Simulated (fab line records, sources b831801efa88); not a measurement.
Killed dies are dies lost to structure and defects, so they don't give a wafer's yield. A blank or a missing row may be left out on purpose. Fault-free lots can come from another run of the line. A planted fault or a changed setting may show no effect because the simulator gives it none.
fab line records ; flow sky130
record lots=5; wafers=15; lastDay=50
route steps=708 shown GATE_OXIDE@198 POLY_GATE@204 RES_PROTECT@206 PAD_OPEN@708
lots that met no fault: taken from a fault-free run of the same line
startH: hours from the record's first day to the start of the lot's first wafer shown ; waitH: hours since the lot's step before ; " unchanged from the row above ; L1.1+2: several wafers, shown together as one row ; - no value, or no start given ; * or withheld: withheld ; < > ~ a bound
route shown NAME@n: NAME is a module with steps in the file, n the number in the route of the first one ; usual: mean/standard deviation of fault-free wafers ; same: alike in all rows ; chamber/n: place in a boat ; sites: per-site readings ; _std_site: how widely they spread, as a standard deviation ; _edge_site: mean of outer sites minus mean of inner sites ; radiusMm: how far each site lies from the wafer's centre ; mask NAME#n: copy n ; behind: tool/chamber where the wafer was last shaped ; hold: the reason the lot was held/the length of the hold in hours/how it ended ; device: names the non-switching transistor (n, p or np) ; end of line: the same wafers' tests at the end of the route ; where a step has no rows: the recipe by itself ; killed: at the first sort, the dies lost to defects and structure; wafer yield is something else ; map: a wafer's dies, marking killed ones x, the rest . and places with no die _
set.NAME: the setting the step ran with; set.NAME@STEP: the setting that earlier step ran with ; model.NAME: the simulator's own value behind a step, which no gauge read
a table for each step, a row for each wafer; lots at some steps of the route
services: a tool's chamber out of use, with start hour (startH, from the record's first day; less than 0 if before it), hours out, and reason
## steps
# step SKY_GATE_OXIDE_IMPLANT_11
# recipe species=B; energyKev=10; doseCm2=2.6e+12; tiltDeg=withheld
# step SKY_GATE_OXIDE_WET_ETCH_12
# recipe chemistry=dHF; targetDepthNm=16.8; dry=n2Spin; target=SiO2; dilution=100:1; tempC=25; timeS=336
# step SKY_GATE_OXIDE_STRIP_13
# recipe chemistry=O2/N2; powerW=1400; pressureMtorr=1500; platenTempC=withheld; o2FlowSccm=3000; n2FlowSccm=300; overashFraction=0.5
# usual chamberPressureMTorr=1500.0/1.4; drypumpMotorCurrentA=6.0/0.34; oesProductAu=0.716/0.0045; stripTimeToEndpointS=14.20/0.039
# same overashFraction=0.5
lot.wafer;tool;chamber;startH;waitH;chamberPressureMTorr;drypumpMotorCurrentA;oesProductAu;rfHoursCounterH;stripTimeToEndpointS
L488.3;plasmaAsher-04;0;325.55;0.0;1501.5;6.2;0.708;-;14.14
L488.4;plasmaAsher-04;1;325.55;0.0;1498.6;5.5;0.706;-;14.18
L488.5;plasmaAsher-04;1;325.55;0.0;1501.0;5.6;0.711;-;14.18
L490.1;plasmaAsher-01;0;348.68;0.0;1500.0;5.4;0.725;21;14.20
L490.3;plasmaAsher-01;0;348.68;0.0;1501.3;5.4;0.717;-;14.24
L490.4;plasmaAsher-01;1;348.68;0.0;1497.0;6.2;0.716;-;14.21
L493.3;plasmaAsher-04;1;370.75;0.0;1499.7;5.5;0.722;-;14.22
L493.5;plasmaAsher-04;0;370.75;0.0;1500.6;6.2;0.713;-;14.17
L493.6;plasmaAsher-04;1;370.75;0.0;1501.9;5.5;0.722;-;14.20
L500.2;plasmaAsher-01;0;463.14;0.0;1500.5;5.4;0.715;33;14.19
L500.3;plasmaAsher-01;1;463.14;0.0;1502.4;6.2;0.715;-;14.15
L500.6;plasmaAsher-01;1;463.14;0.0;1500.4;6.2;0.716;-;14.16
L507.1;plasmaAsher-01;0;489.26;0.0;1499.4;5.4;0.718;36;14.14
L507.2;plasmaAsher-01;1;489.26;0.0;1498.6;6.2;0.718;36;14.17
L507.5;plasmaAsher-01;0;489.26;0.0;1499.9;5.4;0.717;-;14.15
# step SKY_GATE_OXIDE_TW_MEAS_14
# usual GATE_OXIDE_TW=224.9/2.6
lot.wafer;tool;chamber;startH;waitH;GATE_OXIDE_TW
L488.3;filmMetro-03;-;325.63;0.1;220.3
L488.4;filmMetro-03;-;325.63;0.1;221.6
L488.5;filmMetro-03;-;325.63;0.1;220.6
L490.1;filmMetro-03;-;348.78;0.1;222.6
L490.3;filmMetro-03;-;348.78;0.1;222.1
L490.4;filmMetro-03;-;348.78;0.1;221.5
L493.3;filmMetro-04;-;370.83;0.1;226.7
L493.5;filmMetro-04;-;370.83;0.1;228.0
L493.6;filmMetro-04;-;370.83;0.1;227.3
L500.2;filmMetro-04;-;463.25;0.1;225.4
L500.3;filmMetro-04;-;463.25;0.1;225.9
L500.6;filmMetro-04;-;463.25;0.1;225.2
L507.1;filmMetro-03;-;489.36;0.1;219.9
L507.2;filmMetro-03;-;489.36;0.1;221.0
L507.5;filmMetro-03;-;489.36;0.1;219.9
# step SKY_GATE_OXIDE_CLEAN_15
# recipe chemistry=SC1/SC2; mix=1:4:20; tempC=70; timeS=150; dry=n2Spin
# step SKY_GATE_OXIDE_OXIDATION_16
# recipe tempC=800; ambient=O2; idleTempC=700; rampUpCPerMin=10; rampDownCPerMin=3; stabiliseS=600; purgeS=300; targetThkA=35.7; oxTimeS=1915
# step SKY_POLY_GATE_CVD_00
# recipe material=poly-Si; targetThkNm=180; tempC=620; timeS=720; pressureMtorr=200
# step SKY_POLY_GATE_THK_MEAS_01
# recipe reads=poly-Si_of_POLY_GATE_CVD_00
# usual POLY_GATE_CVD_00_THK=179.1/1.6
lot.wafer;tool;chamber;startH;waitH;POLY_GATE_CVD_00_THK[nm]
L488.3;filmMetro-01;-;331.01;0.0;179.2
L488.4;filmMetro-01;-;331.01;0.0;179.6
L488.5;filmMetro-01;-;331.01;0.0;180.2
L490.1;filmMetro-03;-;351.62;0.0;180.1
L490.3;filmMetro-03;-;351.62;0.0;179.5
L490.4;filmMetro-03;-;351.62;0.0;179.8
L493.3;filmMetro-03;-;377.89;0.0;177.5
L493.5;filmMetro-03;-;377.89;0.0;177.6
L493.6;filmMetro-03;-;377.89;0.0;177.9
L500.2;filmMetro-01;-;466.72;0.0;179.2
L500.3;filmMetro-01;-;466.72;0.0;179.9
L500.6;filmMetro-01;-;466.72;0.0;179.2
L507.1;filmMetro-02;-;492.20;0.0;179.2
L507.2;filmMetro-02;-;492.20;0.0;179.2
L507.5;filmMetro-02;-;492.20;0.0;177.8
# step SKY_RES_PROTECT_DEHYDRATE_00
# recipe tempC=200; timeS=60
# step SKY_RES_PROTECT_HMDS_01
# recipe primeTimeS=60; primeTempC=120
# step SKY_RES_PROTECT_COAT_02
# recipe resist=NOVOLAK; spinRpm=3036; resistThkNm=1140
# step SKY_RES_PROTECT_SOFTBAKE_03
# recipe tempC=90; timeS=60; resist=NOVOLAK
# step SKY_RES_PROTECT_EXPOSE_04
# recipe maskId=RPM; na=0.6; sourceShape=conventional; sigmaOuter=0.6; polarization=unpolarized; targetCdNm=1270; doseMj=131
lot.wafer;tool;chamber;startH;waitH;mask
L488.3+4+5;ilineStepper-01;0;345.18;-;RPM#0
L490.1+3+4;ilineStepper-02;0;365.75;-;NTM#0
L493.3+5+6;ilineStepper-02;0;391.36;-;RPM#0
L500.2+3+6;ilineStepper-01;0;482.01;-;RPM#0
L507.1+2+5;ilineStepper-01;0;506.92;-;RPM#0
# step SKY_RES_PROTECT_PEB_05
# recipe tempC=withheld; timeS=*; resist=NOVOLAK
# step SKY_RES_PROTECT_DEVELOP_06
# recipe resist=NOVOLAK; developer=TMAH; developTimeS=60; devTempC=23
# step SKY_POLY_GATE_IMPLANT_02
# recipe species=P; energyKev=30; doseCm2=7.7e+15; tiltDeg=0
# step SKY_RES_PROTECT_STRIP_07
# recipe chemistry=O2/N2; powerW=1400; pressureMtorr=1500; platenTempC=withheld; o2FlowSccm=3000; n2FlowSccm=300; overashFraction=0.5
# usual chamberPressureMTorr=1500.0/1.3; drypumpMotorCurrentA=5.5/0.44; oesProductAu=0.517/0.005; stripTimeToEndpointS=23.22/0.043
# same overashFraction=0.5
lot.wafer;tool;chamber;startH;waitH;chamberPressureMTorr;drypumpMotorCurrentA;oesProductAu;rfHoursCounterH;stripTimeToEndpointS
L488.3;plasmaAsher-02;0;359.02;0.1;1500.1;5.1;0.519;-;23.24
L488.4;plasmaAsher-02;1;359.02;0.1;1499.0;5.2;0.513;-;23.22
L488.5;plasmaAsher-02;1;359.02;0.1;1499.6;5.2;0.512;-;23.22
L490.1;plasmaAsher-02;1;379.64;0.1;1500.8;5.2;0.522;58;23.23
L490.3;plasmaAsher-02;1;379.64;0.1;1497.9;5.2;0.516;-;23.24
L490.4;plasmaAsher-02;0;379.64;0.1;1501.2;5.1;0.523;-;23.22
L493.3;plasmaAsher-01;1;405.92;0.1;1501.4;6.2;0.515;-;23.27
L493.5;plasmaAsher-01;1;405.92;0.1;1499.8;6.2;0.506;-;23.27
L493.6;plasmaAsher-01;0;405.92;0.1;1499.7;5.4;0.521;-;23.26
L500.2;plasmaAsher-01;1;497.49;0.1;1499.8;6.2;0.510;36;23.17
L500.3;plasmaAsher-01;0;497.49;0.1;1500.4;5.4;0.519;-;23.17
L500.6;plasmaAsher-01;0;497.49;0.1;1501.1;5.4;0.508;-;23.16
L507.1;plasmaAsher-02;0;522.39;0.1;1500.0;5.1;0.518;73;23.24
L507.2;plasmaAsher-02;1;522.39;0.1;1499.2;5.2;0.515;73;23.27
L507.5;plasmaAsher-02;0;522.39;0.1;1501.6;5.1;0.519;-;23.23
# step SKY_RES_PROTECT_TW_MEAS_08
# usual POLY_GATE_TW=4042/37
lot.wafer;tool;chamber;startH;waitH;POLY_GATE_TW
L488.3;filmMetro-03;-;359.11;0.1;3994
L488.4;filmMetro-03;-;359.11;0.1;3982
L488.5;filmMetro-03;-;359.11;0.1;3982
L490.1;filmMetro-04;-;379.74;0.1;30
L490.3;filmMetro-04;-;379.74;0.1;30
L490.4;filmMetro-04;-;379.74;0.1;31
L493.3;filmMetro-04;-;406.01;0.1;4054
L493.5;filmMetro-04;-;406.01;0.1;4053
L493.6;filmMetro-04;-;406.01;0.1;4067
L500.2;filmMetro-03;-;497.60;0.1;3975
L500.3;filmMetro-03;-;497.60;0.1;3974
L500.6;filmMetro-03;-;497.60;0.1;3935
L507.1;filmMetro-01;-;522.49;0.1;4029
L507.2;filmMetro-01;-;522.49;0.1;4034
L507.5;filmMetro-01;-;522.49;0.1;4032
# step SKY_RES_PROTECT_CLEAN_09
# recipe chemistry=SC1/SC2; mix=1:4:20; tempC=70; timeS=150; dry=n2Spin
# step SKY_PAD_OPEN_PROBE_99
# usual killed_at_M0_to_M3=43/7.7; killed_at_M4_up=3.4/1.9; killedAtContacts=25/5.6; killedAtFrontEnd=14/4.3; killedAtOther=0.2/0.5; killedDies=86/10; killedOpen=47/7.2; killedShort=39/6.7
# same grossDies=492; killedAtBackSide=0
lot.wafer;tool;chamber;startH;waitH;killed_at_M0_to_M3;killed_at_M4_up;killedAtContacts;killedAtFrontEnd;killedAtOther;killedDies;killedOpen;killedShort
L488.3;prober-02;-;1088.25;0.2;46;4;24;14;1;89;49;40
L488.4;prober-02;-;1088.30;0.2;43;4;17;19;1;84;39;45
L488.5;prober-02;-;1088.35;0.2;48;3;30;23;0;104;63;41
L490.1;prober-02;-;1105.35;0.1;37;1;29;11;0;78;48;30
L490.3;prober-02;-;1105.45;0.2;47;1;26;11;0;85;53;32
L490.4;prober-02;-;1105.50;0.2;62;2;21;16;1;102;57;45
L493.3;prober-01;-;1128.20;0.2;40;0;17;13;0;70;32;38
L493.5;prober-01;-;1128.30;0.2;50;3;28;19;0;100;48;52
L493.6;prober-01;-;1128.35;0.2;30;4;27;17;0;78;45;33
L500.2;prober-02;-;1178.34;0.1;40;2;25;13;0;80;41;39
L500.3;prober-02;-;1178.39;0.2;41;5;31;11;1;89;44;45
L500.6;prober-02;-;1178.54;0.2;43;6;31;10;0;90;44;46
L507.1;prober-01;-;1191.57;0.1;31;7;23;16;1;78;42;36
L507.2;prober-01;-;1191.62;0.1;38;3;33;18;1;93;49;44
L507.5;prober-01;-;1191.77;0.2;44;4;20;12;1;81;41;40
# killed by level:class
L488.3 VIA2:geometricParticle:open=10 VIA1:geometricParticle:open=9 CONTACT:geometricParticle:open=8 VIA3:geometricParticle:open=8 CONTACT:geometricParticle:short=7 METAL2:geometricParticle:short=6 FIELD_ISO:geometricParticle:open=5 VIA1:geometricParticle:short=5
L488.4 VIA2:geometricParticle:open=10 POLY_GATE:geometricParticle:short=9 VIA1:geometricParticle:open=9 CONTACT:geometricParticle:open=6 METAL2:geometricParticle:short=5 VIA3:geometricParticle:open=5 CONTACT:geometricParticle:short=4 VIA1:geometricParticle:short=4
L488.5 CONTACT:geometricParticle:open=12 VIA2:geometricParticle:open=9 VIA1:geometricParticle:open=9 VIA1:geometricParticle:short=8 FIELD_ISO:geometricParticle:open=7 VIA3:geometricParticle:open=7 LOCAL_INTERCONNECT:geometricParticle:short=6 LI_CONTACT:geometricParticle:open=6
L490.1 VIA1:geometricParticle:open=14 CONTACT:geometricParticle:open=11 CONTACT:geometricParticle:short=6 VIA2:geometricParticle:open=5 POLY_GATE:geometricParticle:open=4 METAL2:geometricParticle:short=4 LI_CONTACT:geometricParticle:open=4 LOCAL_INTERCONNECT:geometricParticle:short=4
L490.3 VIA1:geometricParticle:open=14 CONTACT:geometricParticle:open=11 VIA2:geometricParticle:open=9 LI_CONTACT:geometricParticle:open=6 CONTACT:geometricParticle:short=6 METAL1:geometricParticle:short=6 FIELD_ISO:geometricParticle:short=4 FIELD_ISO:geometricParticle:open=3
L490.4 VIA3:geometricParticle:open=12 VIA2:geometricParticle:open=11 VIA1:geometricParticle:open=10 LI_CONTACT:geometricParticle:open=8 METAL1:geometricParticle:short=7 VIA1:geometricParticle:short=7 POLY_GATE:geometricParticle:open=5 CONTACT:geometricParticle:open=5
L493.3 VIA1:geometricParticle:open=10 CONTACT:geometricParticle:short=6 METAL1:geometricParticle:short=6 METAL2:geometricParticle:short=6 FIELD_ISO:geometricParticle:short=5 CONTACT:geometricParticle:open=4 VIA1:geometricParticle:short=4 FIELD_ISO:geometricParticle:open=3
L493.5 FIELD_ISO:geometricParticle:short=9 METAL1:geometricParticle:short=9 VIA1:geometricParticle:open=8 CONTACT:geometricParticle:open=8 CONTACT:geometricParticle:short=8 VIA2:geometricParticle:open=8 LI_CONTACT:geometricParticle:open=6 VIA3:geometricParticle:open=6
L493.6 CONTACT:geometricParticle:open=10 LI_CONTACT:geometricParticle:open=8 LOCAL_INTERCONNECT:geometricParticle:short=7 POLY_GATE:geometricParticle:short=6 VIA1:geometricParticle:open=6 VIA2:geometricParticle:open=6 FIELD_ISO:geometricParticle:open=5 VIA3:geometricParticle:open=5
L500.2 CONTACT:geometricParticle:open=11 VIA1:geometricParticle:open=11 METAL1:geometricParticle:short=6 METAL2:geometricParticle:short=6 POLY_GATE:geometricParticle:open=5 LI_CONTACT:geometricParticle:open=5 FIELD_ISO:geometricParticle:short=4 CONTACT:geometricParticle:short=4
L500.3 LI_CONTACT:geometricParticle:open=10 METAL1:geometricParticle:short=9 CONTACT:geometricParticle:open=9 VIA1:geometricParticle:open=7 LOCAL_INTERCONNECT:geometricParticle:short=5 VIA3:geometricParticle:open=5 VIA1:geometricParticle:short=4 METAL2:geometricParticle:short=4
L500.6 CONTACT:geometricParticle:open=11 VIA1:geometricParticle:open=10 CONTACT:geometricParticle:short=8 VIA2:geometricParticle:open=7 LI_CONTACT:geometricParticle:open=6 VIA1:geometricParticle:short=6 METAL2:geometricParticle:short=6 METAL4:geometricParticle:short=5
L507.1 CONTACT:geometricParticle:open=8 VIA1:geometricParticle:open=8 VIA2:geometricParticle:open=8 FIELD_ISO:geometricParticle:open=4 FIELD_ISO:geometricParticle:short=4 POLY_GATE:geometricParticle:short=4 POLY_GATE:geometricParticle:open=4 LI_CONTACT:geometricParticle:short=4
L507.2 CONTACT:geometricParticle:open=16 VIA1:geometricParticle:open=8 METAL1:geometricParticle:short=6 VIA2:geometricParticle:short=6 VIA2:geometricParticle:open=6 FIELD_ISO:geometricParticle:open=5 LI_CONTACT:geometricParticle:open=5 LOCAL_INTERCONNECT:geometricParticle:short=5
L507.5 CONTACT:geometricParticle:open=8 VIA2:geometricParticle:open=8 VIA3:geometricParticle:open=8 CONTACT:geometricParticle:short=6 METAL2:geometricParticle:short=6 VIA1:geometricParticle:open=5 FIELD_ISO:geometricParticle:short=4 FIELD_ISO:geometricParticle:open=4
## services
tool;chamber;startH;hours;kind
ilineStepper-01;-;361.39;2.1;pm
ilineStepper-01;-;363.47;-;consumableReplace:lamp
ilineStepper-02;-;372.32;1.7;pm
plasmaAsher-01;-;377.05;0.9;repair
ilineStepper-01;-;382.54;1.7;pm
ilineStepper-02;-;388.28;1.0;repair
plasmaAsher-01;-;437.47;4.3;pm
plasmaAsher-04;-;480.54;1.2;repair
plasmaAsher-02;-;506.94;2.8;pm
## key
firstSign step=SKY_RES_PROTECT_EXPOSE_04; reading=mask; direction=changed
effect step=SKY_RES_PROTECT_TW_MEAS_08; reading=POLY_GATE_TW; direction=down; sigmas=99+; usual=4042; struck=30
metAt SKY_RES_PROTECT_EXPOSE_04
struckWafers L490.1,L490.3,L490.4
testerLeftOut L490
fault kind=wrongMask; tool=any; chamber=-; onsetH=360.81; steps=SKY_RES_PROTECT_EXPOSE_04; auxCopy=NTM#0; scope=struckLotsOnly
# testerLeftOut: of these lots the tester's yield and bins aren't shown, on N5 and GAA mostly nor the transistor test; their killed dies are dies lost to structure and defects alone, not to doping, threshold or leakage, so they don't give the yield
